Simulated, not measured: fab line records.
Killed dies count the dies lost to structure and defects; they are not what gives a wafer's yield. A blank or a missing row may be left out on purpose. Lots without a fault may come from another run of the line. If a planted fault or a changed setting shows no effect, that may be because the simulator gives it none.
fab line records	flow sky130
record lots=13	wafers=39	lastDay=50
route steps=708 shown SONOS_TUNNEL@166 RES_PROTECT@215 LDD_N@241 LDD_P@266 PAD_OPEN@708
lots untouched by any fault: they come from a run of this same line in which no faults occurred
startH: start of the lot's first displayed wafer, in hours after the record's first day	waitH: hours elapsed since this lot's preceding step	" as in the row above	L1.1+2: a row that stands for several wafers	- no value present, or no start provided	* or withheld: withheld	< > ~ a bound
route shown NAME@n: a module of which the file shows steps, and the number in the route of the first	usual: mean/standard deviation taken from wafers without a fault	same: alike in all rows	chamber/n: place in a boat	sites: readings site by site	_std_site: their standard deviation	_edge_site: mean of outer sites minus mean of inner sites	radiusMm: for every site, how far away it sits from the centre of the wafer	mask NAME#n: copy n	behind: the most recent tool/chamber to have shaped the wafer	hold: why the lot was held/for how many hours/how that ended	device: which transistor (n, p or np) failed to switch	end of line: tests run on the same wafers once the route is complete	a step without rows: its recipe alone	killed: the dies lost at the first sort to structure and to defects; this is not the yield of the wafer	map: a wafer's dies, marking killed ones x, the rest . and places with no die _
set.NAME: setting as actually run; set.NAME@STEP: the setting as run at that earlier step	model.NAME: the simulator's own value behind a step, which no gauge read
a sample of lots followed through the steps of the route, with each step as a table and each wafer as a row
services: from which hour (startH, from the record's first day; less than 0 if before it) a tool's chamber was out of use, for how many hours, and why
## steps
# step SKY_SONOS_TUNNEL_TW_MEAS_12
# usual SONOS_TUNNEL_TW=196.2/2
lot.wafer	tool	chamber	startH	waitH	SONOS_TUNNEL_TW
L781.2	filmMetro-02	-	280.36	0.0	194.1
L781.4	"	-	"	"	195.0
L781.5	"	-	"	"	195.0
L783.4	filmMetro-01	-	280.93	0.0	194.7
L783.5	"	-	"	"	195.1
L783.6	"	-	"	"	196.0
L784.2	filmMetro-02	-	304.62	0.0	195.4
L784.4	"	-	"	"	194.9
L784.5	"	-	"	"	194.8
L786.1	filmMetro-02	-	305.01	0.0	195.5
L786.5	"	-	"	"	194.5
L786.6	"	-	"	"	193.9
L788.1	filmMetro-04	-	311.70	0.0	201.1
L788.2	"	-	"	"	199.7
L788.4	"	-	"	"	199.8
L794.1	filmMetro-04	-	370.00	0.0	198.5
L794.2	"	-	"	"	199.3
L794.3	"	-	"	"	199.3
L796.1	filmMetro-01	-	386.37	0.0	195.6
L796.3	"	-	"	"	197.0
L796.6	"	-	"	"	196.3
L797.3	filmMetro-01	-	393.47	0.0	195.8
L797.5	"	-	"	"	195.8
L797.6	"	-	"	"	196.0
L798.2	filmMetro-04	-	397.49	0.0	201.0
L798.5	"	-	"	"	199.0
L798.6	"	-	"	"	199.4
L799.1	filmMetro-02	-	407.32	0.0	193.7
L799.2	"	-	"	"	194.5
L799.4	"	-	"	"	194.7
L800.1	filmMetro-01	-	415.61	0.0	195.4
L800.4	"	-	"	"	195.0
L800.5	"	-	"	"	194.9
L802.2	filmMetro-04	-	427.37	0.0	199.8
L802.4	"	-	"	"	198.8
L802.5	"	-	"	"	199.2
L803.3	filmMetro-01	-	434.74	0.0	194.9
L803.4	"	-	"	"	195.6
L803.5	"	-	"	"	195.8
# step SKY_RES_PROTECT_TW_MEAS_08
# usual POLY_GATE_TW=4033/41
lot.wafer	tool	chamber	startH	waitH	POLY_GATE_TW
L781.2	filmMetro-04	-	374.89	0.1	4069
L781.4	"	-	"	"	4083
L781.5	"	-	"	"	4061
L783.4	filmMetro-04	-	375.21	0.1	4058
L783.5	"	-	"	"	4040
L783.6	"	-	"	"	4059
L786.1	filmMetro-02	-	398.87	0.1	3985
L786.5	"	-	"	"	3985
L786.6	"	-	"	"	3996
L784.2	filmMetro-04	-	398.99	0.1	4067
L784.4	"	-	"	"	4058
L784.5	"	-	"	"	4093
L788.1	filmMetro-01	-	408.12	0.1	3963
L788.2	"	-	"	"	3990
L788.4	"	-	"	"	3994
L794.1	filmMetro-02	-	471.48	0.1	3989
L794.2	"	-	"	"	3996
L794.3	"	-	"	"	3995
L796.1	filmMetro-04	-	490.08	0.1	4057
L796.3	"	-	"	"	4061
L796.6	"	-	"	"	4071
L797.3	filmMetro-04	-	493.75	0.1	4049
L797.5	"	-	"	"	4056
L797.6	"	-	"	"	4058
L798.2	filmMetro-02	-	501.63	0.1	3975
L798.5	"	-	"	"	4003
L798.6	"	-	"	"	3998
L799.1	filmMetro-04	-	509.18	0.1	4059
L799.2	"	-	"	"	4060
L799.4	"	-	"	"	4041
L800.1	filmMetro-04	-	517.83	0.1	4059
L800.4	"	-	"	"	4048
L800.5	"	-	"	"	4056
L802.2	filmMetro-04	-	534.94	0.1	4077
L802.4	"	-	"	"	4075
L802.5	"	-	"	"	4070
L803.3	filmMetro-04	-	539.15	0.1	4089
L803.4	"	-	"	"	4071
L803.5	"	-	"	"	4072
# step SKY_LDD_N_EXPOSE_04
# recipe maskId=NTM	targetCdNm=840	na=0.6	sourceShape=conventional	sigmaOuter=0.6	doseMj=110
# usual exposureDoseMJCm2=110.01/0.089
lot.wafer	tool	chamber	startH	waitH	mask	exposureDoseMJCm2
L781.2	ilineStepper-01	0	421.56	-	NTM#0	109.95
L781.4	"	0	"	"	NTM#0	109.95
L781.5	"	0	"	"	NTM#0	110.06
L783.4	ilineStepper-01	0	423.89	-	NTM#0	110.01
L783.5	"	0	"	"	NTM#0	110.09
L783.6	"	0	"	"	NTM#0	109.98
L786.1	ilineStepper-01	0	447.42	-	NTM#0	110.13
L786.5	"	0	"	"	NTM#0	110.07
L786.6	"	0	"	"	NTM#0	109.98
L784.2	ilineStepper-02	0	450.51	-	NTM_R1#0	110.21
L784.4	"	0	"	"	NTM_R1#0	109.97
L784.5	"	0	"	"	NTM_R1#0	110.01
L788.1	ilineStepper-02	0	459.56	-	NTM#0	109.83
L788.2	"	0	"	"	NTM#0	109.86
L788.4	"	0	"	"	NTM#0	109.90
L794.1	ilineStepper-02	0	522.20	-	NTM#0	110.01
L794.2	"	0	"	"	NTM#0	110.15
L794.3	"	0	"	"	NTM#0	110.15
L796.1	ilineStepper-02	0	539.48	-	NTM#0	109.99
L796.3	"	0	"	"	NTM#0	110.04
L796.6	"	0	"	"	NTM#0	109.90
L797.3	ilineStepper-01	0	542.94	-	NTM#0	109.97
L797.5	"	0	"	"	NTM#0	109.96
L797.6	"	0	"	"	NTM#0	109.78
L798.2	ilineStepper-02	0	552.47	-	NTM#0	110.04
L798.5	"	0	"	"	NTM#0	110.01
L798.6	"	0	"	"	NTM#0	109.93
L799.1	ilineStepper-02	0	558.27	-	NTM#0	109.97
L799.2	"	0	"	"	NTM#0	110.00
L799.4	"	0	"	"	NTM#0	110.01
L800.1	ilineStepper-02	0	567.37	-	NTM#0	109.92
L800.4	"	0	"	"	NTM#0	109.92
L800.5	"	0	"	"	NTM#0	109.99
L802.2	ilineStepper-02	0	582.73	-	NTM#0	110.07
L802.4	"	0	"	"	NTM#0	110.17
L802.5	"	0	"	"	NTM#0	109.99
L803.3	ilineStepper-01	0	587.48	-	NTM#0	109.91
L803.4	"	0	"	"	NTM#0	110.01
L803.5	"	0	"	"	NTM#0	110.05
# step SKY_LDD_P_TW_MEAS_11
# usual LDD_P_TW=632/7.5
lot.wafer	tool	chamber	startH	waitH	LDD_P_TW
L781.2	filmMetro-04	-	468.69	0.1	636
L781.4	"	-	"	"	635
L781.5	"	-	"	"	635
L783.4	filmMetro-01	-	471.45	0.1	625
L783.5	"	-	"	"	624
L783.6	"	-	"	"	624
L786.1	filmMetro-03	-	495.02	0.1	637
L786.5	"	-	"	"	638
L786.6	"	-	"	"	635
L784.2	filmMetro-01	-	498.94	0.1	623
L784.4	"	-	"	"	625
L784.5	"	-	"	"	622
L788.1	filmMetro-04	-	506.47	0.1	634
L788.2	"	-	"	"	638
L788.4	"	-	"	"	640
L794.1	filmMetro-04	-	568.42	0.1	634
L794.2	"	-	"	"	636
L794.3	"	-	"	"	640
L796.1	filmMetro-01	-	584.92	0.1	623
L796.3	"	-	"	"	624
L796.6	"	-	"	"	624
L797.3	filmMetro-03	-	588.64	0.1	636
L797.5	"	-	"	"	637
L797.6	"	-	"	"	641
L798.2	filmMetro-04	-	597.98	0.1	645
L798.5	"	-	"	"	644
L798.6	"	-	"	"	642
L799.1	filmMetro-01	-	603.08	0.1	625
L799.2	"	-	"	"	621
L799.4	"	-	"	"	621
L800.1	filmMetro-04	-	612.73	0.1	640
L800.4	"	-	"	"	638
L800.5	"	-	"	"	642
L802.2	filmMetro-01	-	628.38	0.1	626
L802.4	"	-	"	"	624
L802.5	"	-	"	"	626
L803.3	filmMetro-04	-	631.49	0.1	640
L803.4	"	-	"	"	640
L803.5	"	-	"	"	636
# step SKY_PAD_OPEN_PROBE_99
# usual killed_at_M0_to_M3=42/7.2	killed_at_M4_up=3.2/1.8	killedAtContacts=24/5.4	killedAtFrontEnd=15/4	killedAtOther=0.3/0.59	killedDies=84/9	killedOpen=46/7.1	killedShort=38/6
# same grossDies=492	killedAtBackSide=0
lot.wafer	tool	chamber	startH	waitH	killed_at_M0_to_M3	killed_at_M4_up	killedAtContacts	killedAtFrontEnd	killedAtOther	killedDies	killedOpen	killedShort
L783.4	prober-02	-	1108.59	0.2	50	6	29	10	0	95	50	45
L783.5	prober-02	-	1108.64	0.2	47	5	26	20	0	98	50	48
L783.6	prober-02	-	1108.69	0.2	50	0	34	13	1	98	56	42
L781.2	prober-01	-	1109.35	0.1	41	4	20	19	0	84	48	35
L781.4	prober-01	-	1109.45	0.2	37	3	24	24	1	89	46	43
L781.5	prober-01	-	1109.50	0.2	31	2	37	18	0	88	54	34
L786.1	prober-02	-	1115.80	0.1	50	2	23	19	1	95	46	49
L786.5	prober-02	-	1116.00	0.2	46	2	31	13	0	92	54	38
L786.6	prober-02	-	1116.05	0.2	36	2	24	17	0	79	45	34
L784.2	prober-01	-	1126.83	0.1	39	3	25	10	0	77	44	33
L784.4	prober-01	-	1126.93	0.2	58	3	23	14	0	98	64	34
L784.5	prober-01	-	1126.98	0.2	50	2	21	18	2	93	50	43
L788.1	prober-01	-	1128.56	0.1	52	3	19	9	1	84	41	40
L788.2	prober-01	-	1128.61	0.1	55	5	27	10	0	97	54	43
L788.4	prober-01	-	1128.71	0.2	47	0	27	14	0	88	42	46
L794.1	prober-01	-	1168.84	0.1	34	1	29	25	0	89	53	36
L794.2	prober-01	-	1168.89	0.1	40	6	26	15	0	87	48	39
L794.3	prober-01	-	1168.94	0.2	32	6	24	14	0	76	39	37
L796.1	prober-01	-	1173.80	0.1	39	3	27	11	2	82	37	44
L796.3	prober-01	-	1173.90	0.2	48	4	21	21	0	94	55	38
L796.6	prober-01	-	1174.05	0.2	34	1	17	12	1	65	44	21
L797.3	prober-02	-	1176.18	0.2	54	3	13	17	1	88	45	43
L797.5	prober-02	-	1176.28	0.2	25	7	30	12	0	74	38	36
L797.6	prober-02	-	1176.33	0.2	41	1	31	15	0	88	49	39
L798.2	prober-01	-	1180.45	0.1	61	1	25	15	0	102	69	33
L798.5	prober-01	-	1180.60	0.2	31	8	26	18	0	83	56	27
L798.6	prober-01	-	1180.65	0.2	48	1	36	14	0	99	56	43
L799.1	prober-02	-	1182.81	0.1	45	3	19	13	0	80	34	45
L799.2	prober-02	-	1182.86	0.1	41	2	29	16	0	88	45	42
L799.4	prober-02	-	1182.96	0.2	42	4	25	16	1	88	46	42
L800.1	prober-01	-	1185.72	0.1	60	0	20	13	0	93	58	35
L800.4	prober-01	-	1185.87	0.2	51	4	22	7	0	84	51	33
L800.5	prober-01	-	1185.92	0.2	45	1	30	17	0	93	48	45
L802.2	prober-01	-	1197.32	0.1	47	2	22	13	0	84	51	33
L802.4	prober-01	-	1197.42	0.2	41	4	31	14	0	90	50	40
L802.5	prober-01	-	1197.47	0.2	35	2	20	11	1	69	41	28
L803.3	prober-02	-	1200.06	0.2	38	3	19	13	0	73	32	39
L803.4	prober-02	-	1200.11	0.2	34	2	24	12	0	72	42	30
L803.5	prober-02	-	1200.16	0.2	46	4	30	10	0	90	44	46
# killed by level:class
L783.4 CONTACT:geometricParticle:open=16 METAL1:geometricParticle:short=10 VIA1:geometricParticle:open=9 VIA3:geometricParticle:open=8 METAL2:geometricParticle:short=7 LI_CONTACT:geometricParticle:short=5 VIA3:geometricParticle:short=5 METAL4:geometricParticle:short=4
L783.5 VIA1:geometricParticle:open=13 CONTACT:geometricParticle:open=10 FIELD_ISO:geometricParticle:short=7 VIA3:geometricParticle:open=7 METAL2:geometricParticle:short=6 METAL3:geometricParticle:short=6 LOCAL_INTERCONNECT:geometricParticle:short=5 POLY_GATE:geometricParticle:open=5
L783.6 VIA1:geometricParticle:open=14 CONTACT:geometricParticle:open=9 METAL2:geometricParticle:short=9 VIA2:geometricParticle:open=8 LI_CONTACT:geometricParticle:open=7 FIELD_ISO:geometricParticle:open=6 LOCAL_INTERCONNECT:geometricParticle:short=6 LI_CONTACT:geometricParticle:short=5
L781.2 VIA1:geometricParticle:open=10 CONTACT:geometricParticle:open=8 METAL1:geometricParticle:short=7 LI_CONTACT:geometricParticle:open=6 VIA1:geometricParticle:short=5 FIELD_ISO:geometricParticle:open=4 POLY_GATE:geometricParticle:open=4 VIA3:geometricParticle:open=4
L781.4 VIA1:geometricParticle:open=11 METAL2:geometricParticle:short=9 CONTACT:geometricParticle:short=8 CONTACT:geometricParticle:open=8 METAL1:geometricParticle:short=6 POLY_GATE:geometricParticle:open=5 SPACER:geometricParticle:open=5 FIELD_ISO:geometricParticle:open=4
L781.5 CONTACT:geometricParticle:open=14 VIA1:geometricParticle:open=9 LI_CONTACT:geometricParticle:open=8 LOCAL_INTERCONNECT:geometricParticle:short=7 METAL1:geometricParticle:short=6 SPACER:geometricParticle:open=5 POLY_GATE:geometricParticle:open=4 VIA1:geometricParticle:short=4
L786.1 VIA1:geometricParticle:open=9 LI_CONTACT:geometricParticle:open=7 CONTACT:geometricParticle:open=7 METAL1:geometricParticle:short=7 VIA3:geometricParticle:open=7 VIA3:geometricParticle:short=6 FIELD_ISO:geometricParticle:short=5 POLY_GATE:geometricParticle:open=5
L786.5 CONTACT:geometricParticle:open=12 VIA1:geometricParticle:open=10 VIA2:geometricParticle:open=8 VIA3:geometricParticle:open=7 LI_CONTACT:geometricParticle:open=6 LOCAL_INTERCONNECT:geometricParticle:short=6 CONTACT:geometricParticle:short=6 METAL1:geometricParticle:short=6
L786.6 CONTACT:geometricParticle:open=10 VIA1:geometricParticle:open=9 VIA2:geometricParticle:open=8 POLY_GATE:geometricParticle:short=5 LI_CONTACT:geometricParticle:short=5 LI_CONTACT:geometricParticle:open=5 FIELD_ISO:geometricParticle:short=4 SPACER:geometricParticle:open=4
L784.2 VIA1:geometricParticle:open=9 VIA3:geometricParticle:open=9 LI_CONTACT:geometricParticle:open=8 LOCAL_INTERCONNECT:geometricParticle:short=7 CONTACT:geometricParticle:open=6 VIA1:geometricParticle:short=5 POLY_GATE:geometricParticle:open=4 FIELD_ISO:geometricParticle:short=3
L784.4 VIA1:geometricParticle:open=23 CONTACT:geometricParticle:open=10 VIA3:geometricParticle:open=9 FIELD_ISO:geometricParticle:open=5 VIA1:geometricParticle:short=5 POLY_GATE:geometricParticle:open=5 METAL3:geometricParticle:short=5 LI_CONTACT:geometricParticle:open=4
L784.5 VIA1:geometricParticle:open=13 CONTACT:geometricParticle:open=9 METAL1:geometricParticle:short=8 FIELD_ISO:geometricParticle:short=7 LI_CONTACT:geometricParticle:open=7 VIA3:geometricParticle:open=7 METAL3:geometricParticle:short=6 POLY_GATE:geometricParticle:short=4
L788.1 VIA1:geometricParticle:open=14 METAL2:geometricParticle:short=7 CONTACT:geometricParticle:open=6 VIA1:geometricParticle:short=6 LI_CONTACT:geometricParticle:open=5 VIA2:geometricParticle:open=5 VIA2:geometricParticle:short=5 VIA3:geometricParticle:short=4
L788.2 VIA1:geometricParticle:open=16 METAL2:geometricParticle:short=14 CONTACT:geometricParticle:open=10 VIA3:geometricParticle:open=9 VIA2:geometricParticle:open=6 LOCAL_INTERCONNECT:geometricParticle:short=5 LI_CONTACT:geometricParticle:open=4 LI_CONTACT:geometricParticle:short=4
L788.4 VIA1:geometricParticle:open=14 METAL2:geometricParticle:short=8 CONTACT:geometricParticle:open=8 VIA1:geometricParticle:short=7 LI_CONTACT:geometricParticle:short=6 VIA3:geometricParticle:open=6 FIELD_ISO:geometricParticle:open=5 LI_CONTACT:geometricParticle:open=5
L794.1 VIA1:geometricParticle:open=11 CONTACT:geometricParticle:open=9 FIELD_ISO:geometricParticle:open=8 FIELD_ISO:geometricParticle:short=7 LOCAL_INTERCONNECT:geometricParticle:short=6 VIA2:geometricParticle:open=6 POLY_GATE:geometricParticle:open=5 LI_CONTACT:geometricParticle:open=4
L794.2 CONTACT:geometricParticle:open=8 VIA3:geometricParticle:open=8 CONTACT:geometricParticle:short=7 VIA1:geometricParticle:open=7 LI_CONTACT:geometricParticle:open=6 VIA2:geometricParticle:open=5 METAL1:geometricParticle:short=4 METAL2:geometricParticle:short=4
L794.3 METAL1:geometricParticle:short=7 VIA1:geometricParticle:open=7 LI_CONTACT:geometricParticle:open=6 LOCAL_INTERCONNECT:geometricParticle:short=6 VIA2:geometricParticle:open=6 CONTACT:geometricParticle:open=5 FIELD_ISO:geometricParticle:short=4 METAL4:geometricParticle:short=4
L796.1 VIA1:geometricParticle:open=8 LI_CONTACT:geometricParticle:open=7 METAL2:geometricParticle:short=7 CONTACT:geometricParticle:open=6 CONTACT:geometricParticle:short=5 LOCAL_INTERCONNECT:geometricParticle:short=5 METAL1:geometricParticle:short=4 VIA1:geometricParticle:short=4
L796.3 VIA1:geometricParticle:open=13 CONTACT:geometricParticle:open=8 VIA3:geometricParticle:open=7 FIELD_ISO:geometricParticle:open=6 POLY_GATE:geometricParticle:short=6 LI_CONTACT:geometricParticle:open=6 VIA1:geometricParticle:short=6 METAL1:geometricParticle:short=5
L796.6 CONTACT:geometricParticle:open=7 LI_CONTACT:geometricParticle:open=6 VIA3:geometricParticle:open=6 VIA2:geometricParticle:open=5 VIA1:geometricParticle:open=5 METAL2:geometricParticle:short=5 FIELD_ISO:geometricParticle:open=4 VIA2:geometricParticle:short=4
L797.3 VIA1:geometricParticle:open=11 VIA2:geometricParticle:open=9 POLY_GATE:geometricParticle:short=8 VIA3:geometricParticle:open=8 METAL1:geometricParticle:short=7 LI_CONTACT:geometricParticle:open=6 METAL2:geometricParticle:short=6 METAL3:geometricParticle:short=6
L797.5 CONTACT:geometricParticle:open=13 LI_CONTACT:geometricParticle:open=8 METAL4:geometricParticle:short=5 VIA1:geometricParticle:short=5 VIA1:geometricParticle:open=5 METAL3:geometricParticle:short=5 POLY_GATE:geometricParticle:short=4 LOCAL_INTERCONNECT:geometricParticle:short=4
L797.6 LI_CONTACT:geometricParticle:open=11 CONTACT:geometricParticle:short=8 METAL2:geometricParticle:short=7 VIA1:geometricParticle:open=6 VIA3:geometricParticle:open=6 LOCAL_INTERCONNECT:geometricParticle:short=5 CONTACT:geometricParticle:open=5 VIA2:geometricParticle:open=5
L798.2 VIA1:geometricParticle:open=18 LI_CONTACT:geometricParticle:open=12 VIA3:geometricParticle:open=9 CONTACT:geometricParticle:open=8 VIA2:geometricParticle:open=7 METAL1:geometricParticle:short=7 VIA1:geometricParticle:short=6 METAL2:geometricParticle:short=6
L798.5 LI_CONTACT:geometricParticle:open=8 VIA1:geometricParticle:open=8 CONTACT:geometricParticle:open=7 VIA3:geometricParticle:open=7 METAL4:geometricParticle:short=6 VIA2:geometricParticle:open=6 POLY_GATE:geometricParticle:open=5 FIELD_ISO:geometricParticle:open=4
L798.6 CONTACT:geometricParticle:open=17 VIA1:geometricParticle:open=13 METAL2:geometricParticle:short=8 LI_CONTACT:geometricParticle:open=7 CONTACT:geometricParticle:short=6 VIA3:geometricParticle:open=6 METAL3:geometricParticle:short=5 FIELD_ISO:geometricParticle:open=4
L799.1 VIA1:geometricParticle:open=13 VIA1:geometricParticle:short=9 CONTACT:geometricParticle:open=7 POLY_GATE:geometricParticle:open=6 LOCAL_INTERCONNECT:geometricParticle:short=5 METAL1:geometricParticle:short=5 METAL2:geometricParticle:short=5 LI_CONTACT:geometricParticle:short=3
L799.2 CONTACT:geometricParticle:open=10 VIA1:geometricParticle:open=9 FIELD_ISO:geometricParticle:short=8 LI_CONTACT:geometricParticle:open=8 LOCAL_INTERCONNECT:geometricParticle:short=7 VIA2:geometricParticle:short=6 VIA1:geometricParticle:short=6 VIA3:geometricParticle:open=6
L799.4 VIA1:geometricParticle:open=10 CONTACT:geometricParticle:open=8 METAL2:geometricParticle:short=7 VIA2:geometricParticle:open=6 LOCAL_INTERCONNECT:geometricParticle:short=6 FIELD_ISO:geometricParticle:open=5 LI_CONTACT:geometricParticle:open=5 POLY_GATE:geometricParticle:short=4
L800.1 VIA2:geometricParticle:open=13 VIA1:geometricParticle:open=11 CONTACT:geometricParticle:open=10 VIA3:geometricParticle:open=7 VIA1:geometricParticle:short=6 VIA2:geometricParticle:short=6 LI_CONTACT:geometricParticle:open=5 METAL1:geometricParticle:short=5
L800.4 VIA1:geometricParticle:open=12 CONTACT:geometricParticle:open=11 VIA2:geometricParticle:open=10 VIA1:geometricParticle:short=8 VIA3:geometricParticle:short=5 LOCAL_INTERCONNECT:geometricParticle:short=5 VIA2:geometricParticle:short=5 LI_CONTACT:geometricParticle:open=3
L800.5 CONTACT:geometricParticle:open=9 LOCAL_INTERCONNECT:geometricParticle:short=8 METAL1:geometricParticle:short=7 LI_CONTACT:geometricParticle:open=7 VIA2:geometricParticle:open=7 VIA3:geometricParticle:open=7 VIA1:geometricParticle:open=6 METAL2:geometricParticle:short=5
L802.2 CONTACT:geometricParticle:open=10 VIA2:geometricParticle:open=10 VIA1:geometricParticle:open=10 VIA3:geometricParticle:open=7 LI_CONTACT:geometricParticle:open=6 METAL2:geometricParticle:short=6 VIA1:geometricParticle:short=5 FIELD_ISO:geometricParticle:open=3
L802.4 CONTACT:geometricParticle:open=11 VIA1:geometricParticle:open=9 LI_CONTACT:geometricParticle:open=8 FIELD_ISO:geometricParticle:short=7 VIA2:geometricParticle:open=7 VIA3:geometricParticle:open=6 CONTACT:geometricParticle:short=5 METAL2:geometricParticle:short=5
L802.5 CONTACT:geometricParticle:open=10 VIA2:geometricParticle:short=8 FIELD_ISO:geometricParticle:open=6 VIA1:geometricParticle:open=6 METAL2:geometricParticle:short=4 LI_CONTACT:geometricParticle:open=4 VIA2:geometricParticle:open=4 FIELD_ISO:geometricParticle:short=3
L803.3 VIA2:geometricParticle:open=9 POLY_GATE:geometricParticle:short=7 METAL1:geometricParticle:short=6 VIA1:geometricParticle:short=6 CONTACT:geometricParticle:open=5 VIA1:geometricParticle:open=5 METAL2:geometricParticle:short=5 LI_CONTACT:geometricParticle:open=4
L803.4 CONTACT:geometricParticle:open=9 LI_CONTACT:geometricParticle:open=7 VIA1:geometricParticle:open=7 METAL2:geometricParticle:short=6 FIELD_ISO:geometricParticle:open=4 VIA2:geometricParticle:open=4 VIA3:geometricParticle:open=4 POLY_GATE:geometricParticle:open=3
L803.5 VIA2:geometricParticle:open=9 VIA3:geometricParticle:open=7 LOCAL_INTERCONNECT:geometricParticle:short=7 CONTACT:geometricParticle:short=7 CONTACT:geometricParticle:open=7 VIA1:geometricParticle:open=6 LI_CONTACT:geometricParticle:open=5 METAL1:geometricParticle:short=5
## services
tool	chamber	startH	hours	kind
ilineStepper-02	-	406.13	1.7	pm
ilineStepper-02	0	438.54	-	calibration
ilineStepper-01	-	443.77	1.7	pm
ilineStepper-02	-	479.27	4.4	pm
ilineStepper-01	-	485.49	10.9	repair
ilineStepper-01	-	530.41	1.0	repair
ilineStepper-01	-	568.72	2.1	pm
ilineStepper-01	0	570.51	-	calibration
ilineStepper-01	-	570.81	-	consumableReplace:lamp
## key
firstSign step=SKY_LDD_N_EXPOSE_04	reading=mask	direction=changed
effect none on later readings
metAt SKY_LDD_N_EXPOSE_04
struckLots L784
testerLeftOut L784
notActingAt SKY_SONOS_TUNNEL_TW_MEAS_12,SKY_RES_PROTECT_TW_MEAS_08,SKY_LDD_P_TW_MEAS_11
fault kind=wrongMask	tool=any	chamber=-	onsetH=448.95	steps=SKY_LDD_N_EXPOSE_04	auxCopy=NTM_R1#0	cdOffsetNm=-101	scope=struckLotsOnly
# testerLeftOut: of these lots the tester's yield and bins aren't shown, on N5 and GAA mostly nor the transistor test; their killed dies are dies lost to structure and defects alone, not to doping, threshold or leakage, so they don't give the yield
